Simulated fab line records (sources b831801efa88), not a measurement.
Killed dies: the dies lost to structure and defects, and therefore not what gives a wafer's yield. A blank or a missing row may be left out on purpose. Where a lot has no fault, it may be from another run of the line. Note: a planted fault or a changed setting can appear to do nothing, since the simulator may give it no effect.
What tool caused it? + flow sky130 + 72 wafers from 24 lots sampled at 4 of the route's 708 steps

== WHAT EACH GAUGE READ, for each wafer ==
SKY_VIA2_RS_MEAS_22: measures by four-point-probe.
| lot  | measured     | on            | VIA2_W_RS (ohm/sq) |
|------|--------------|---------------|--------------------|
| L074 | day 36 11:05 | film metro-02 | 0.271 0.266 0.273  |
| L075 | day 36 11:57 | film metro-02 | 0.276 0.270 0.272  |
| L076 | day 37 02:59 | film metro-02 | 0.278 0.274 0.274  |
| L077 | day 37 10:15 | film metro-03 | 0.276 0.275 0.272  |
| L078 | day 37 11:13 | film metro-02 | 0.265 0.271 0.280  |
| L080 | day 38 06:03 | film metro-02 | 0.272 0.267 0.272  |
| L079 | day 38 08:52 | film metro-02 | 0.267 0.267 0.272  |
| L081 | day 39 07:20 | film metro-02 | 0.268 0.261 0.261  |
| L082 | day 39 07:38 | film metro-03 | 0.272 0.263 0.273  |
| L083 | day 39 08:10 | film metro-01 | 0.275 0.265 0.268  |
| L084 | day 39 17:25 | film metro-03 | 0.276 0.275 0.262  |
| L085 | day 40 02:53 | film metro-03 | 0.270 0.262 0.260  |
| L086 | day 40 10:58 | film metro-03 | 0.263 0.272 0.263  |
| L087 | day 40 15:04 | film metro-01 | 0.270 0.265 0.263  |
| L088 | day 40 15:59 | film metro-02 | 0.273 0.271 0.265  |
| L089 | day 40 23:32 | film metro-02 | 0.273 0.276 0.271  |
| L090 | day 41 07:06 | film metro-03 | 0.274 0.262 0.264  |
| L091 | day 41 13:00 | film metro-03 | 0.274 0.268 0.266  |
| L092 | day 41 22:46 | film metro-03 | 0.269 0.268 0.269  |
| L093 | day 42 04:38 | film metro-02 | 0.268 0.274 0.266  |
| L094 | day 42 06:58 | film metro-01 | 0.271 0.259 0.262  |
| L095 | day 42 10:11 | film metro-03 | 0.266 0.269 0.260  |
| L096 | day 42 17:16 | film metro-02 | 0.262 0.268 0.259  |
| L097 | day 43 03:50 | film metro-01 | 0.265 0.265 0.270  |

== EACH LOT AND THE TOOL THAT RAN IT (in order: tool; ch and the chambers of the sampled wafers; start) ==
| lot  | SKY_LOCAL_INTERCONNECT_SPUTTER_00 | SKY_CONTACT_ETCH_18                           | SKY_CONTACT_STRIP_19                 |
|------|-----------------------------------|-----------------------------------------------|--------------------------------------|
| L074 | pvd sputter-03, day 29 07:31      | rie diel-02 ch 0,1,2, day 31 16:26 or earlier | plasma asher-03 ch 0,1, day 31 16:26 |
| L075 | pvd sputter-02, day 29 08:10      | rie diel-03 ch 1,3, day 31 17:35 or earlier   | plasma asher-04 ch 0,1, day 31 17:35 |
| L076 | pvd sputter-03, day 30 01:11      | rie diel-04 ch 1,2, day 32 10:44 or earlier   | plasma asher-04 ch 0,1, day 32 10:44 |
| L077 | pvd sputter-03, day 30 08:06      | rie diel-04 ch 1,2,3, day 32 16:41 or earlier | plasma asher-03 ch 0,1, day 32 16:41 |
| L078 | pvd sputter-02, day 30 10:42      | rie diel-04 ch 0,1,2, day 32 18:50 or earlier | plasma asher-03 ch 0,1, day 32 18:50 |
| L080 | pvd sputter-03, day 31 04:08      | rie diel-02 ch 1,3, day 33 12:46 or earlier   | plasma asher-02 ch 0,1, day 33 12:46 |
| L079 | pvd sputter-04, day 31 09:04      | rie diel-04 ch 0,2,3, day 33 16:50 or earlier | plasma asher-04 ch 0,1, day 33 16:50 |
| L081 | pvd sputter-02, day 32 07:12      | rie diel-02 ch 0,2,3, day 34 15:10 or earlier | plasma asher-02 ch 0,1, day 34 15:10 |
| L082 | pvd sputter-02, day 32 08:44      | rie diel-03 ch 1,2, day 34 16:10 or earlier   | plasma asher-04 ch 0,1, day 34 16:10 |
| L083 | pvd sputter-02, day 32 11:27      | rie diel-03 ch 0,1,2, day 34 17:46 or earlier | plasma asher-04 ch 0,1, day 34 17:46 |
| L084 | pvd sputter-02, day 32 18:10      | rie diel-02 ch 0,2, day 35 01:49 or earlier   | plasma asher-03 ch 0,1, day 35 01:49 |
| L085 | pvd sputter-02, day 33 06:34      | rie diel-03 ch 0,1, day 35 13:28 or earlier   | plasma asher-04 ch 0,1, day 35 13:28 |
| L086 | pvd sputter-03, day 33 14:30      | rie diel-04 ch 0,1, day 35 21:08 or earlier   | plasma asher-03 ch 0,1, day 35 21:08 |
| L087 | pvd sputter-02, day 33 20:01      | rie diel-03 ch 1,3, day 36 02:18 or earlier   | plasma asher-02 ch 0,1, day 36 02:18 |
| L088 | pvd sputter-03, day 33 20:43      | rie diel-04 ch 1,3, day 36 03:59 or earlier   | plasma asher-02 ch 0, day 36 03:59   |
| L089 | pvd sputter-03, day 34 05:25      | rie diel-02 ch 2,3, day 36 12:12 or earlier   | plasma asher-03 ch 0,1, day 36 12:12 |
| L090 | pvd sputter-03, day 34 11:52      | rie diel-02 ch 1,2, day 36 18:32 or earlier   | plasma asher-03 ch 0,1, day 36 18:32 |
| L091 | pvd sputter-03, day 34 20:45      | rie diel-02 ch 2,3, day 37 03:26 or earlier   | plasma asher-04 ch 0,1, day 37 03:26 |
| L092 | pvd sputter-03, day 35 07:46      | rie diel-02 ch 0,3, day 37 13:40 or earlier   | plasma asher-04 ch 0,1, day 37 13:40 |
| L093 | pvd sputter-03, day 35 14:09      | rie diel-02 ch 0,1,3, day 37 19:38 or earlier | plasma asher-02 ch 0,1, day 37 19:38 |
| L094 | pvd sputter-02, day 35 14:40      | rie diel-02 ch 0,1,3, day 37 20:41 or earlier | plasma asher-04 ch 0, day 37 20:41   |
| L095 | pvd sputter-04, day 35 21:11      | rie diel-02 ch 1,2, day 38 03:34 or earlier   | plasma asher-04 ch 0,1, day 38 03:34 |
| L096 | pvd sputter-04, day 36 02:47      | rie diel-04 ch 0,1,3, day 38 08:24 or earlier | plasma asher-04 ch 0,1, day 38 08:24 |
| L097 | pvd sputter-03, day 36 14:59      | rie diel-03 ch 1,2, day 38 20:05 or earlier   | plasma asher-04 ch 0, day 38 20:05   |
- SKY_LOCAL_INTERCONNECT_SPUTTER_00: material TiN, target thk 100 nm, time 83.3 s.
- SKY_CONTACT_ETCH_18: etches Si3N4 in CHF3/O2, stops on TiN, time 39 s, target depth 75 nm.
- SKY_CONTACT_STRIP_19: strips in O2/N2.

== WHAT THE TOOLS THEMSELVES READ (means of the sampled wafers that have a number; where no wafer has one, the mark that the record gives instead) ==
SKY_LOCAL_INTERCONNECT_SPUTTER_00.
| lot  | tool           | cathode dc power W (W) | throttle valve pct (%) |
|------|----------------|------------------------|------------------------|
| L074 | pvd sputter-03 | 6501.2                 | 31.0                   |
| L075 | pvd sputter-02 | 6501.3                 | 30.4                   |
| L076 | pvd sputter-03 | 6500.0                 | 30.8                   |
| L077 | pvd sputter-03 | 6500.3                 | 30.9                   |
| L078 | pvd sputter-02 | 6499.9                 | 29.7                   |
| L080 | pvd sputter-03 | 6499.5                 | 30.8                   |
| L079 | pvd sputter-04 | 6500.3                 | 30.0                   |
| L081 | pvd sputter-02 | 6499.7                 | 29.9                   |
| L082 | pvd sputter-02 | 6499.8                 | 30.1                   |
| L083 | pvd sputter-02 | 6499.8                 | 30.1                   |
| L084 | pvd sputter-02 | 6500.3                 | 30.0                   |
| L085 | pvd sputter-02 | 6500.3                 | 30.0                   |
| L086 | pvd sputter-03 | 6498.9                 | 30.9                   |
| L087 | pvd sputter-02 | 6500.8                 | 30.2                   |
| L088 | pvd sputter-03 | 6499.8                 | 30.8                   |
| L089 | pvd sputter-03 | 6501.6                 | 31.0                   |
| L090 | pvd sputter-03 | 6499.5                 | 30.7                   |
| L091 | pvd sputter-03 | 6499.5                 | 30.8                   |
| L092 | pvd sputter-03 | 6500.1                 | 30.7                   |
| L093 | pvd sputter-03 | 6500.4                 | 30.7                   |
| L094 | pvd sputter-02 | 6500.3                 | 29.9                   |
| L095 | pvd sputter-04 | 6499.5                 | 29.8                   |
| L096 | pvd sputter-04 | 6498.7                 | 30.0                   |
| L097 | pvd sputter-03 | 6500.8                 | 30.9                   |

SKY_CONTACT_ETCH_18.
| lot  | tool        | drypump motor current A (A) | oes product au (a.u.) | throttle valve pct (%) |
|------|-------------|-----------------------------|-----------------------|------------------------|
| L074 | rie diel-02 | 5.5                         | 0.853                 | 8.804                  |
| L075 | rie diel-03 | 5.5                         | 0.848                 | 8.791                  |
| L076 | rie diel-04 | 5.7                         | 0.850                 | 8.795                  |
| L077 | rie diel-04 | 5.4                         | 0.854                 | 8.788                  |
| L078 | rie diel-04 | 5.4                         | 0.856                 | 8.790                  |
| L080 | rie diel-02 | 5.7                         | 0.856                 | 8.796                  |
| L079 | rie diel-04 | 5.2                         | 0.852                 | 8.799                  |
| L081 | rie diel-02 | 5.3                         | 0.852                 | 8.790                  |
| L082 | rie diel-03 | 6.1                         | 0.860                 | 8.798                  |
| L083 | rie diel-03 | 5.9                         | 0.855                 | 8.790                  |
| L084 | rie diel-02 | 5.3                         | 0.852                 | 8.790                  |
| L085 | rie diel-03 | 5.6                         | 0.854                 | 8.789                  |
| L086 | rie diel-04 | 5.1                         | 0.852                 | 8.785                  |
| L087 | rie diel-03 | 5.9                         | 0.863                 | 8.793                  |
| L088 | rie diel-04 | 5.2                         | 0.851                 | 8.791                  |
| L089 | rie diel-02 | 5.3                         | 0.851                 | 8.784                  |
| L090 | rie diel-02 | 5.7                         | 0.851                 | 8.794                  |
| L091 | rie diel-02 | 5.2                         | 0.853                 | 8.807                  |
| L092 | rie diel-02 | 5.2                         | 0.853                 | 8.798                  |
| L093 | rie diel-02 | 5.5                         | 0.848                 | 8.802                  |
| L094 | rie diel-02 | 5.5                         | 0.854                 | 8.802                  |
| L095 | rie diel-02 | 5.7                         | 0.855                 | 8.794                  |
| L096 | rie diel-04 | 5.2                         | 0.849                 | 8.787                  |
| L097 | rie diel-03 | 6.2                         | 0.842                 | 8.798                  |

SKY_CONTACT_STRIP_19.
| lot  | tool            | drypump motor current A (A) | oes product au (a.u.) | strip time to endpoint s (s) |
|------|-----------------|-----------------------------|-----------------------|------------------------------|
| L074 | plasma asher-03 | 5.7                         | 0.380                 | 3.63                         |
| L075 | plasma asher-04 | 6.3                         | 0.379                 | 3.63                         |
| L076 | plasma asher-04 | 6.3                         | 0.379                 | 3.61                         |
| L077 | plasma asher-03 | 5.6                         | 0.381                 | 3.64                         |
| L078 | plasma asher-03 | 5.6                         | 0.386                 | 3.67                         |
| L080 | plasma asher-02 | 5.2                         | 0.384                 | 3.60                         |
| L079 | plasma asher-04 | 6.3                         | 0.386                 | 3.65                         |
| L081 | plasma asher-02 | 5.6                         | 0.378                 | 3.62                         |
| L082 | plasma asher-04 | 6.3                         | 0.381                 | 3.63                         |
| L083 | plasma asher-04 | 6.3                         | 0.382                 | 3.66                         |
| L084 | plasma asher-03 | 5.7                         | 0.380                 | 3.63                         |
| L085 | plasma asher-04 | 6.3                         | 0.377                 | 3.66                         |
| L086 | plasma asher-03 | 5.7                         | 0.384                 | 3.66                         |
| L087 | plasma asher-02 | 5.2                         | 0.380                 | 3.64                         |
| L088 | plasma asher-02 | 6.1                         | 0.383                 | 3.62                         |
| L089 | plasma asher-03 | 5.7                         | 0.379                 | 3.64                         |
| L090 | plasma asher-03 | 5.6                         | 0.382                 | 3.62                         |
| L091 | plasma asher-04 | 6.3                         | 0.386                 | 3.62                         |
| L092 | plasma asher-04 | 6.3                         | 0.380                 | 3.64                         |
| L093 | plasma asher-02 | 5.2                         | 0.379                 | 3.63                         |
| L094 | plasma asher-04 | 6.4                         | 0.381                 | 3.65                         |
| L095 | plasma asher-04 | 6.3                         | 0.384                 | 3.62                         |
| L096 | plasma asher-04 | 6.3                         | 0.381                 | 3.65                         |
| L097 | plasma asher-04 | 6.3                         | 0.378                 | 3.62                         |

== THE ANSWER, worked out from the rows above alone ==
Rule: usual is defined by the lots themselves. The widest of any qualifying gaps counts: lots, ordered by their means at a reading, are off when they make up no more than a third of the lots, leave a main group of 4 or more, and stand apart from it by 3 or more times the standard deviation of that group's means. If all means in a main group match to the digits the tables above print for the reading, that group is not used. Also off: a lot with no number at a reading for which 4 or more lots have one. Any other lot the step has rows for is counted as sound. The gauges are gone through in route order, then the tools' own readings, and for those a lot's mean is taken as printed above. The first step at which some lot is off is used, and at that step the reading that is off furthest; a lot without a number counts as furthest.
No lot is off on any of the readings shown, so nothing can be concluded from this.

== WHAT THE SIMULATOR HAD INSERTED ==
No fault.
